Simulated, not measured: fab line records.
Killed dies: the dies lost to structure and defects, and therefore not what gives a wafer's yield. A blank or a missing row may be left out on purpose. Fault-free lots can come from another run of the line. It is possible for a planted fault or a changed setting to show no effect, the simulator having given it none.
Which tool is to blame? -- flow gf180mcu -- 36 wafers from 12 lots sampled at 5 of the route's 602 steps

## WHAT THE GAUGES SHOWED, per wafer
GF_V5_THK_MEAS_03.
lot,measured,on,V5_CVD_02_THK (nm)
L316,day 26 10:58,film-metro-01,1430 1480 1461
L317,day 26 14:13,film-metro-02,1445 1474 1479
L318,day 27 04:47,film-metro-04,1431 1459 1463
L320,day 27 23:14,film-metro-02,1461 1453 1456
L319,day 28 00:18,film-metro-01,1418 1412 1444
L323,day 29 07:42,film-metro-04,1454 1443 1476
L325,day 29 23:05,film-metro-01,1471 1479 1478
L326,day 30 01:06,film-metro-01,1459 1460 1473
L327,day 30 09:26,film-metro-01,1430 1453 1457
L331,day 31 06:22,film-metro-01,1439 1457 1459
L335,day 32 01:07,film-metro-02,1462 1478 1479
L338,day 32 17:23,film-metro-04,1443 1477 1459

GF_V5_BOW_MEAS_05.
lot,measured,on,V5_BOW (um)
L316,day 26 11:21,film-metro-01,131 127 122
L317,day 26 14:36,film-metro-01,136 132 140
L318,day 27 05:09,film-metro-01,125 126 125
L320,day 27 23:36,film-metro-02,129 126 134
L319,day 28 00:40,film-metro-04,117 133 127
L323,day 29 08:04,film-metro-04,151 149 141
L325,day 29 23:27,film-metro-01,136 136 139
L326,day 30 01:28,film-metro-04,123 137 120
L327,day 30 09:48,film-metro-02,122 115 123
L331,day 31 06:43,film-metro-01,135 143 135
L335,day 32 01:31,film-metro-04,114 140 141
L338,day 32 17:50,film-metro-01,132 131 141

GF_TOP_METAL_CD_MEAS_14 targets a cd of 440 nm.
lot,measured,on,cd-nm (nm)
L316,day 28 05:02,cd-sem-02,436.1 438.4 440.4
L317,day 28 07:32,cd-sem-01,442.8 441.5 441.9
L318,day 28 20:52,cd-sem-01,441.0 440.4 441.6
L320,day 29 15:33,cd-sem-01,435.8 436.2 438.2
L319,day 29 16:42,cd-sem-02,441.8 438.3 440.2
L323,day 30 21:21,cd-sem-01,442.7 443.6 442.5
L325,day 31 12:22,cd-sem-02,440.4 442.5 443.3
L326,day 31 15:18,cd-sem-02,433.4 436.2 434.7
L327,day 31 23:21,cd-sem-02,455.6 455.4 455.5
L331,day 32 18:51,cd-sem-01,455.1 454.7 453.6
L335,day 33 11:18,cd-sem-01,441.0 440.0 441.0
L338,day 34 02:21,cd-sem-01,438.5 438.6 437.5

## WHICH TOOL RAN EACH LOT (tool, then ch and the chambers of the sampled wafers, then the start)
lot,GF_TOP_METAL_SPUTTER_04,GF_TOP_METAL_EXPOSE_11
L316,"pvd-sputter-02, day 27 09:08","iline-stepper-02 ch 0, day 27 19:23"
L317,"pvd-sputter-01, day 27 12:13","iline-stepper-02 ch 0, day 27 22:17"
L318,"pvd-sputter-03, day 28 02:26","iline-stepper-02 ch 0, day 28 12:01"
L320,"pvd-sputter-03, day 28 21:24","iline-stepper-01 ch 0, day 29 06:49"
L319,"pvd-sputter-02, day 28 22:19","iline-stepper-01 ch 0, day 29 08:09"
L323,"pvd-sputter-01, day 30 03:41","iline-stepper-01 ch 0, day 30 12:32"
L325,"pvd-sputter-03, day 30 18:38","iline-stepper-02 ch 0, day 31 03:44"
L326,"pvd-sputter-01, day 30 21:43","iline-stepper-01 ch 0, day 31 06:43"
L327,"pvd-sputter-02, day 31 06:12","iline-stepper-01 ch 0, day 31 15:00"
L331,"pvd-sputter-03, day 32 02:00","iline-stepper-01 ch 0, day 32 10:43"
L335,"pvd-sputter-03, day 32 19:35","iline-stepper-02 ch 0, day 33 04:07"
L338,"pvd-sputter-01, day 33 11:13","iline-stepper-02 ch 0, day 33 19:34"
- GF_TOP_METAL_SPUTTER_04: material TiN, target thk 25 nm, time 20.8 s.
- GF_TOP_METAL_EXPOSE_11: exposes mask MetalTop, target cd 440 nm.

## AS READ BY THE TOOLS THEMSELVES (means over the sampled wafers that have a number; for cases with no such wafer, the mark the record gives instead)
GF_TOP_METAL_SPUTTER_04.
lot,tool,chamber-pressure-pa (Pa),throttle-valve-pct (%)
L316,pvd-sputter-02,0.3997,30.6
L317,pvd-sputter-01,0.3987,29.9
L318,pvd-sputter-03,0.4004,29.7
L320,pvd-sputter-03,0.4008,29.7
L319,pvd-sputter-02,0.3996,31.0
L323,pvd-sputter-01,0.4002,29.1
L325,pvd-sputter-03,0.3999,30.8
L326,pvd-sputter-01,0.3993,29.3
L327,pvd-sputter-02,0.4000,31.0
L331,pvd-sputter-03,0.3996,31.2
L335,pvd-sputter-03,0.3999,31.1
L338,pvd-sputter-01,0.3995,29.3

GF_TOP_METAL_EXPOSE_11.
lot,tool,exposure-dose-mJ-cm2
L316,iline-stepper-02,169.99
L317,iline-stepper-02,169.95
L318,iline-stepper-02,169.94
L320,iline-stepper-01,170.00
L319,iline-stepper-01,169.86
L323,iline-stepper-01,169.94
L325,iline-stepper-02,170.04
L326,iline-stepper-01,169.99
L327,iline-stepper-01,161.26
L331,iline-stepper-01,163.11
L335,iline-stepper-02,170.18
L338,iline-stepper-02,170.20

## THE ANSWER, worked out from the rows above alone
Rule: the lots themselves supply what counts as usual. Put in order of their means at a reading, lots are off if they are a third of the lots or fewer, leave a main group of 4 or more, and stand apart from it by a gap of 3 or more times the standard deviation of the main group's means; of several such gaps the widest counts. If all means in a main group match to the digits the tables above print for the reading, that group is not used. Also off: a lot with no number at a reading for which 4 or more lots have one. All remaining lots with rows at the step are treated as sound. Order of review: gauges by route order, followed by the tools' own readings, for which a lot's mean as printed above is used. The first step at which some lot is off is used, and at that step the reading that is off furthest; a lot without a number counts as furthest.
Off: L327, L331, at GF_TOP_METAL_CD_MEAS_14 (cd-nm). For the main group the mean is 439.7 nm and the standard deviation 2.5.
A tool fits if, at a process step before that reading, it ran every lot that is off, and no sound lot after the first of them. The gauges at GF_TOP_METAL_CD_MEAS_14 aren't tried: what is off there is off at GF_TOP_METAL_EXPOSE_11 too, on other tools, and a gauge's error can't cause that. One candidate fits, namely iline-stepper-01 at GF_TOP_METAL_EXPOSE_11. Its last sound lot is L326 (day 31 06:43), its first lot that is off L327 (day 31 15:00): a fault that began between those two fits.
On the lots that are off, the tool's own readings at GF_TOP_METAL_EXPOSE_11 differ by more than 5 times the standard deviation of the sound lots' means, which bears it out; exposure-dose-mJ-cm2 reads 162.19 there versus 170.01 on the sound lots.

## WHAT THE SIMULATOR PUT IN
Process parameter drift: iline-stepper-01, from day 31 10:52 on, at GF_TOP_METAL_EXPOSE_11. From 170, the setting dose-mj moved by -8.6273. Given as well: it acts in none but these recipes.
Shown lots that were struck: L327, L331. The rule above found the same.
